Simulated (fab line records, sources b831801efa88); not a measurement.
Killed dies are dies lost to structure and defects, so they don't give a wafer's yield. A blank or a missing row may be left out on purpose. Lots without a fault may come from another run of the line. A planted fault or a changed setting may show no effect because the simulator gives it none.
One fault seen from 2 desks | flow sky130 | each desk has only its own numbers; what lay behind them comes last

THE METROLOGY DESK
What the gauges read, lot by lot, whatever tool the lot ran on: means of the sampled wafers that have a number. A lot is out of limits, marked OUT, if its mean lies more than 4 standard deviations from the usual mean; the brackets give that distance. Of its 8 readings 7 are shown: those that lie furthest out on some lot.
Columns: A = cd_nm at SKY_VIA3_CD_MEAS_12, usual 200.2 nm; B = VIA3_OVL at SKY_VIA3_OVL_MEAS_13, usual 6 nm; C = VIA3_W_RS at SKY_VIA3_RS_MEAS_22, usual 0.295 ohm/sq; D = VIA3_W_THK at SKY_VIA3_THK_MEAS_23, usual 397 nm; E = CAP2M_TIN_RS at SKY_CAP2M_RS_MEAS_03, usual 6.89 ohm/sq; F = CAP2M_TIN_THK at SKY_CAP2M_THK_MEAS_04, usual 201.5 nm; G = CAP2M_OVL at SKY_CAP2M_OVL_MEAS_12, usual 1.1 nm
lot  | first seen here | A     | B | C     | D   | E    | F     | G
L527 | day 41 02:52    | 200.5 | 4 | 0.296 | 392 | 6.99 | 197.4 | 3.6
L528 | day 41 11:56    | 202.3 | 8 | 0.299 | 391 | 6.95 | 200.1 | -1.3
L533 | day 42 12:15    | 199.8 | 0 | 0.294 | 397 | 6.83 | 202.9 | 0.2
L535 | day 43 02:12    | 200.8 | 2 | 0.298 | 391 | 6.88 | 202.1 | -0.0
L536 | day 43 03:37    | 199.8 | 2 | 0.292 | 401 | 6.91 | 200.9 | 0.4
L544 | day 45 19:17    | 199.6 | 8 | 0.298 | 400 | 6.91 | 201.0 | 0.8
This desk's finding: nothing out of limits on any of the 6 lots.

THE TOOL OWNER'S DESK: pvd_sputter-02
The tool's own readings at SKY_VIA3_SPUTTER_20 (material TiN, target thk 20 nm, time 80 s): means of the sampled wafers that have a number, for each lot that ran on this tool. A lot is out of limits, marked OUT, if its mean lies more than 4 standard deviations from the usual mean; the brackets give that distance.
Columns: A = throttle_valve_pct at SKY_VIA3_SPUTTER_20, usual 29.4 %
lot  | first seen here | A
L528 | day 41 12:45    | 29.3
L533 | day 42 13:06    | 30.2
L536 | day 43 04:27    | 30.2
This desk's finding: nothing out of limits on any of the 3 lots.

PUT TOGETHER
The metrology desk saw nothing out of limits.
The tool owner's desk saw nothing out of limits.

WHAT THE SIMULATOR HAD PUT IN
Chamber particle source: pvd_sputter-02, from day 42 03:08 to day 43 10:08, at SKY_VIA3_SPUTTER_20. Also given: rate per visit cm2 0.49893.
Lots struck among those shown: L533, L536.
